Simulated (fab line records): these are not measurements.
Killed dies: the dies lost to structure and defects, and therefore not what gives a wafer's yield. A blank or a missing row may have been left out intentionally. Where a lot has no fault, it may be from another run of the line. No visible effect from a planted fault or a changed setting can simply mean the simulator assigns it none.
Which tool was responsible?    flow gf180mcu    Sampling: 11 lots, 33 wafers, 6 of 602 route steps

== WHAT EACH GAUGE READ, for each wafer ==
GF_VT_IMPLANT_RS_MEAS_48: measures by four-point-probe.
lot   measured      on             LVPWELL_RS (ohm/sq)
L339  day 7 17:47   film_metro-03  1196 1200 1199
L340  day 8 00:30   film_metro-04  1198 1199 1199
L342  day 8 15:09   film_metro-02  1191 1194 1194
L345  day 9 14:54   film_metro-02  1158 1160 1158 1161 1163 1159
L346  day 9 18:17   film_metro-04  1160 1158 1157 1161 1157 1155
L352  day 11 15:27  film_metro-03  1196 1196 1201
L356  day 12 23:31  film_metro-03  1199 1199 1196
L357  day 13 04:34  film_metro-02  1196 1193 1190
L359  day 13 14:09  film_metro-03  1199 1199 1198
L361  day 13 22:46  film_metro-04  1201 1198 1199
L360  day 14 02:08  film_metro-04  1196 1198 1201

GF_VT_IMPLANT_RS_MEAS_49: measures by four-point-probe.
lot   measured      on             MVPSD_RS (ohm/sq)
L339  day 7 17:55   film_metro-03  1175 1171 1173
L340  day 8 00:37   film_metro-04  1171 1170 1168
L342  day 8 15:16   film_metro-02  1160 1163 1163
L345  day 9 16:53   film_metro-02  1170 1166 1168
L346  day 9 20:25   film_metro-04  1169 1173 1173
L352  day 11 15:34  film_metro-03  1164 1170 1165
L356  day 12 23:38  film_metro-03  1168 1166 1168
L357  day 13 04:41  film_metro-02  1167 1169 1165
L359  day 13 14:16  film_metro-03  1169 1165 1167
L361  day 13 22:53  film_metro-04  1169 1170 1169
L360  day 14 02:16  film_metro-04  1172 1176 1174

GF_V1_THK_MEAS_25: measures by xrf.
lot   measured      on             V1_W_THK (nm)
L339  day 18 04:44  film_metro-04  346 353 353
L340  day 18 18:03  film_metro-01  342 343 342
L342  day 19 09:16  film_metro-01  342 349 342
L345  day 21 03:01  film_metro-01  347 349 345
L346  day 21 09:19  film_metro-01  338 352 345
L352  day 23 18:17  film_metro-04  349 349 351
L356  day 24 21:48  film_metro-04  338 340 343
L357  day 25 05:44  film_metro-01  347 351 346
L359  day 25 16:11  film_metro-02  345 346 347
L361  day 26 01:58  film_metro-04  346 340 341
L360  day 26 05:35  film_metro-02  343 347 347

== WHAT TOOL EACH LOT RAN ON (gives the tool, then ch and the chambers of the sampled wafers, and finally the start) ==
lot   GF_LVPWELL_IMPLANT_09           GF_LVPWELL_STRIP_10                  GF_M1_SPUTTER_03
L339  implanter-03 ch 0, day 4 02:55  plasma_asher-02 ch 0,1, day 4 03:02  pvd_sputter-03, day 16 05:09
L340  implanter-02 ch 0, day 4 07:05  plasma_asher-04 ch 0,1, day 4 07:14  pvd_sputter-03, day 16 17:42
L342  implanter-02 ch 0, day 4 20:52  plasma_asher-01 ch 0,1, day 4 20:59  pvd_sputter-01, day 17 08:36
L345  implanter-02 ch 0, day 5 14:26  plasma_asher-01 ch 0,1, day 5 14:35  pvd_sputter-01, day 18 23:49
L346  implanter-02 ch 0, day 5 17:20  plasma_asher-04 ch 0,1, day 5 17:29  pvd_sputter-03, day 19 06:03
L352  implanter-04 ch 0, day 7 07:12  plasma_asher-04 ch 0,1, day 7 07:21  pvd_sputter-01, day 21 18:08
L356  implanter-04 ch 0, day 8 09:28  plasma_asher-02 ch 0,1, day 8 09:35  pvd_sputter-03, day 22 22:37
L357  implanter-04 ch 0, day 8 13:23  plasma_asher-02 ch 0,1, day 8 13:31  pvd_sputter-03, day 23 06:44
L359  implanter-02 ch 0, day 8 21:42  plasma_asher-02 ch 0,1, day 8 21:50  pvd_sputter-01, day 23 17:39
L361  implanter-02 ch 0, day 9 05:33  plasma_asher-02 ch 0,1, day 9 05:41  pvd_sputter-04, day 24 03:48
L360  implanter-04 ch 0, day 9 07:53  plasma_asher-01 ch 0,1, day 9 08:01  pvd_sputter-04, day 24 07:45
- GF_LVPWELL_IMPLANT_09
- GF_LVPWELL_STRIP_10: strips in O2/N2.
- GF_M1_SPUTTER_03: material Ti, target thk 10 nm, time 6.7 s.

== WHAT THE TOOLS THEMSELVES READ (means of the sampled wafers that have a number; where no wafer has one, the mark that the record gives instead) ==
GF_LVPWELL_IMPLANT_09.
lot   tool          dose_ions_cm2  faraday_current_uA
L339  implanter-03  5e+12          28.3
L340  implanter-02  5e+12          28.6
L342  implanter-02  5e+12          28.1
L345  implanter-02  6e+12          33.8
L346  implanter-02  6e+12          33.5
L352  implanter-04  5e+12          27.9
L356  implanter-04  5e+12          28.1
L357  implanter-04  5e+12          27.9
L359  implanter-02  5e+12          28.3
L361  implanter-02  5e+12          28.3
L360  implanter-04  5e+12          27.5

GF_LVPWELL_STRIP_10.
lot   tool             drypump_motor_current_A (A)  heater_power_w (W)  oes_product_au (a.u.)  strip_time_to_endpoint_s (s)
L339  plasma_asher-02  6.22                         355                 0.724                  36.84
L340  plasma_asher-04  5.95                         326                 0.722                  37.02
L342  plasma_asher-01  5.83                         355                 0.725                  37.03
L345  plasma_asher-01  5.89                         343                 0.719                  36.94
L346  plasma_asher-04  5.74                         315                 0.727                  37.03
L352  plasma_asher-04  5.91                         329                 0.723                  36.89
L356  plasma_asher-02  6.19                         368                 0.728                  37.18
L357  plasma_asher-02  6.24                         376                 0.721                  36.90
L359  plasma_asher-02  6.26                         375                 0.720                  37.06
L361  plasma_asher-02  6.27                         375                 0.728                  37.01
L360  plasma_asher-01  5.89                         340                 0.722                  36.79

GF_M1_SPUTTER_03.
lot   tool            substrate_temp_c (C)  throttle_valve_pct (%)
L339  pvd_sputter-03  300.04                29.4
L340  pvd_sputter-03  300.02                29.6
L342  pvd_sputter-01  299.86                30.3
L345  pvd_sputter-01  300.08                30.0
L346  pvd_sputter-03  300.23                29.7
L352  pvd_sputter-01  299.89                30.4
L356  pvd_sputter-03  300.04                29.2
L357  pvd_sputter-03  300.22                29.2
L359  pvd_sputter-01  299.98                29.7
L361  pvd_sputter-04  299.91                30.5
L360  pvd_sputter-04  300.03                30.7

== THE ANSWER, worked out from the rows above alone ==
Rule: the usual values come from the lots themselves. The widest of any qualifying gaps counts: lots, ordered by their means at a reading, are off when they make up no more than a third of the lots, leave a main group of 4 or more, and stand apart from it by 3 or more times the standard deviation of that group's means. Not used: any main group whose means are identical at the precision the tables above print for the reading. Also off: a lot with no number at a reading for which 4 or more lots have one. Where the step has rows for the other lots, those lots are counted as sound. Order of review: gauges by route order, followed by the tools' own readings, for which a lot's mean as printed above is used. At the first step where some lot is off, the reading lying furthest off is the one used; lots without a number count as furthest.
Off: L345, L346, seen at GF_VT_IMPLANT_RS_MEAS_48 (LVPWELL_RS). Mean 1197 ohm/sq and standard deviation 2.3 in the main group.
If a tool, at a process step before that reading, ran all the lots that are off and no sound lot after the first of them, it fits. The gauges at GF_VT_IMPLANT_RS_MEAS_48 aren't tried: what is off there is off at GF_LVPWELL_IMPLANT_09 too, on other tools, and a gauge's error can't cause that. Of those tried, none fits.

== WHAT THE SIMULATOR HAD INSERTED ==
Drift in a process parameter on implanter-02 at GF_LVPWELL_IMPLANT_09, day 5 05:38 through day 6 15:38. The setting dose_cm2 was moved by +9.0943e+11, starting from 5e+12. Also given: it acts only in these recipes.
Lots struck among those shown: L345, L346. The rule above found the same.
